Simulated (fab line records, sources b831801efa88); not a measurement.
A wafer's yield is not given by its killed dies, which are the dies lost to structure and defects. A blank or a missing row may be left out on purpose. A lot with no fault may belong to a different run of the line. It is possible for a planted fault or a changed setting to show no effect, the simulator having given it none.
Matching of chambers | flow sky130 | SKY_FIELD_ISO_ETCH_17 on rie-si-01 has 4 sister chambers
The step etches Si in HBr/Cl2/O2, target depth 342 nm, time 97.7 s. 4 wafers are shown with their chamber, then 12 later ones without.

## WAFERS PAIRED WITH THEIR CHAMBERS
wafer  | chamber | drypump-motor-current-A (A)
L090.1 | 3       | 6.3
L091.1 | 1       | 5.6
L091.3 | 0       | 5.0
L091.4 | 2       | 6.0

## WAFERS WITH NO CHAMBER GIVEN
wafer  | drypump-motor-current-A (A)
L092.1 | 6.4
L092.4 | 5.9
L092.6 | 5.0
L093.1 | 5.0
L093.2 | 6.3
L093.4 | 5.9
L095.4 | 5.5
L095.5 | 5.9
L095.6 | 6.3
L097.2 | 6.3
L097.3 | 5.0
L097.6 | 5.9

## WHICH CHAMBER EACH ONE RAN IN
wafer  | from the rows above | in truth
L092.1 | 3                   | 3
L092.4 | 2                   | 2
L092.6 | 0                   | 0
L093.1 | 0                   | 0
L093.2 | 3                   | 3
L093.4 | 2                   | 2
L095.4 | 1                   | 1
L095.5 | 2                   | 2
L095.6 | 3                   | 3
L097.2 | 3                   | 3
L097.3 | 0                   | 0
L097.6 | 2                   | 2
Correct placement for 12 of the 12. Not placeable from these rows: 0. Number placed wrongly: 0.
How it was worked out, from the rows above alone: a wafer's distance from a chamber is the root of the sum, over the readings, of the square of ((its reading less the chamber's mean) divided by the reading's scatter). If the next closest chamber is less than 2 further off than the closest, the wafer can't be placed; otherwise it belongs to the closest. Each chamber's mean is taken over the wafers shown for it. The scatter (one wafer shown for each chamber): square how far every hidden wafer sits from the nearest shown wafer, average those squares and take the square root.
